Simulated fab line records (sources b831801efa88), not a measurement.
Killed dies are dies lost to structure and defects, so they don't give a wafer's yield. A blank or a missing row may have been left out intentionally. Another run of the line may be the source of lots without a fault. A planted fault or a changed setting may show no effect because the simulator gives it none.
Chamber matching :: flow sky130 :: SKY_PASSIVATION_CVD_00 on pecvd-04: 3 sister chambers
The step deposits SiO2, target thk 90 nm. 3 wafers are shown with their chamber, then 8 later ones without.

## WAFERS PAIRED WITH THEIR CHAMBERS
wafer: L843.4
chamber: 0
heater-power-outer-w (W): 375

wafer: L843.5
chamber: 1
heater-power-outer-w (W): 413

wafer: L853.1
chamber: 2
heater-power-outer-w (W): 494

## WAFERS MISSING THEIR CHAMBER
wafer: L853.4
heater-power-outer-w (W): 394

wafer: L853.6
heater-power-outer-w (W): 393

wafer: L854.2
heater-power-outer-w (W): 362

wafer: L854.3
heater-power-outer-w (W): 527

wafer: L854.6
heater-power-outer-w (W): 386

wafer: L857.2
heater-power-outer-w (W): 423

wafer: L857.3
heater-power-outer-w (W): 310

wafer: L857.4
heater-power-outer-w (W): 473

## CHAMBER TAKEN BY EACH
wafer: L853.4
from the rows above: can't be placed: 0 or 1
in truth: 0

wafer: L853.6
from the rows above: can't be placed: 0 or 1
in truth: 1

wafer: L854.2
from the rows above: can't be placed: 0 or 1
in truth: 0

wafer: L854.3
from the rows above: 2
in truth: 2

wafer: L854.6
from the rows above: can't be placed: 0 or 1
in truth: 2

wafer: L857.2
from the rows above: can't be placed: 1 or 0
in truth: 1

wafer: L857.3
from the rows above: can't be placed: 0 or 1
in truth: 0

wafer: L857.4
from the rows above: can't be placed: 2 or 1
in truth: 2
Placed correctly: 1 of 8. Cannot be placed on the basis of these rows: 7; the candidates contain the true chamber in 6. Wrongly placed: 0.
How it was worked out, from the rows above alone: a wafer's distance from a chamber is the root of the sum, over the readings, of the square of ((its reading less the chamber's mean) divided by the reading's scatter). The wafer belongs to the nearest chamber; if the next one is less than 2 further off, it can't be placed. For every chamber, the mean is computed from those of its wafers that are shown. The scatter: with one shown wafer a chamber, the root of the mean of the squares of how far each hidden wafer lies from its nearest shown one.
